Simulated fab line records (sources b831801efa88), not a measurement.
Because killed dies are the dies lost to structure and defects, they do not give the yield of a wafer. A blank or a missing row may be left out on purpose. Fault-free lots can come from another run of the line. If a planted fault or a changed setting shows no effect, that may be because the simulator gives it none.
A lot that was struck, set against a sound lot / flow gf180mcu / 14 steps out of a route of 602
Sound: wafers L211.4, L211.5, L211.6. Wafers L218.2, L218.4, L218.5 were the ones struck. The cause comes at the end.
Each step with rows lists, per side, the tool, then ch with its chambers, then its first start. Under that, the readings that differ: sound wafers / struck wafers / difference of the means / sigmas: that difference in standard deviations of wafers without a fault.
alike: readings whose means differ by less than 2 such deviations, and words and numbers that are the same on both sides. not compared: withheld readings, readings that some wafer has no value for, bounds like >300 that may hide the same value, and numbers for which the record gives no deviation and whose values overlap.
Wherever a step has rows on one side only, a row that says differs or no value, or a row with sigmas, the two part there. Numbers that have no deviation but don't overlap get no sigmas and don't part them. Lack of a reading on every wafer of one side parts them only where that side has two or more wafers.

GF_POLY_GATE_ETCH_12: etches BARC in N2/H2.
  sound on rieDiel-04 ch 1,2,3, day 12 03:05; struck on rieDiel-04 ch 0,3, day 14 07:58
  alike: drypumpMotorCurrentA, oesProductAu, rfFwdPowerW, throttleValvePct
GF_POLY_GATE_ETCH_13: etches poly-Si in HBr/Cl2, stops on SiO2, target depth 198.5 nm, time 69.6 s.
  sound on rieSi-02 ch 0,1,3, day 12 03:07; struck on rieSi-02 ch 0,1,2, day 14 08:01
  alike: drypumpMotorCurrentA, oesProductAu, rfFwdPowerW, throttleValvePct
  not compared: rfHoursCounterH
GF_POLY_GATE_STRIP_14: strips in O2/N2.
  sound on plasmaAsher-01 ch 0,1, day 12 03:12; struck on plasmaAsher-04 ch 0,1, day 14 08:04
reading=drypumpMotorCurrentA (A); sound=5.22 5.24 5.36; struck=5.95 5.88 5.88; difference=+0.63; sigmas=+2
  alike: heaterPowerW, oesProductAu
  not compared: rfHoursCounterH
then, 2 steps without rows for these wafers: GF_POLY_GATE_CLEAN_15 (cleans in SC1/SC2, time 150 s); GF_POLY_GATE_OXIDATION_16 (stabilise 600 s, purge 300 s, target thk 4 nm).
GF_POLY_GATE_THK_MEAS_17:
  sound on filmMetro-04, day 12 04:51; struck on filmMetro-03, day 14 10:11
  alike: POLY_GATE_OXIDATION_THK
GF_POLY_GATE_CD_MEAS_18:
  sound on cdSem-01, day 12 04:58; struck on cdSem-02, day 14 10:16
  alike: cdNm
then, 5 steps without rows for these wafers: GF_HV_LDD_DEHYDRATE_00 (time 60 s); GF_HV_LDD_HMDS_01 (prime time 60 s); GF_HV_LDD_COAT_02 (resist thk 1000 nm); GF_HV_LDD_SOFTBAKE_03 (time 60 s); GF_HV_LDD_EXPOSE_04 (exposes mask Nplus LV AREA, target cd 400 nm).
GF_HV_LDD_PEB_05:
  struck on lithoTrack-02, day 15 07:15; sound on lithoTrack-04 ch 0, day 13 00:38
reading=exhaustPa (Pa); sound=44.4 45.0 43.3; struck=- - -; difference=no value on the struck wafers; sigmas=
  not compared: chillPlateTempC
then, 1 step without rows for these wafers: GF_HV_LDD_DEVELOP_06 (develop time 60 s).

== WHERE THEY PART ==
Earliest at GF_POLY_GATE_STRIP_14; latest, in this record, at GF_HV_LDD_PEB_05.

WHY: the cause the simulator had injected
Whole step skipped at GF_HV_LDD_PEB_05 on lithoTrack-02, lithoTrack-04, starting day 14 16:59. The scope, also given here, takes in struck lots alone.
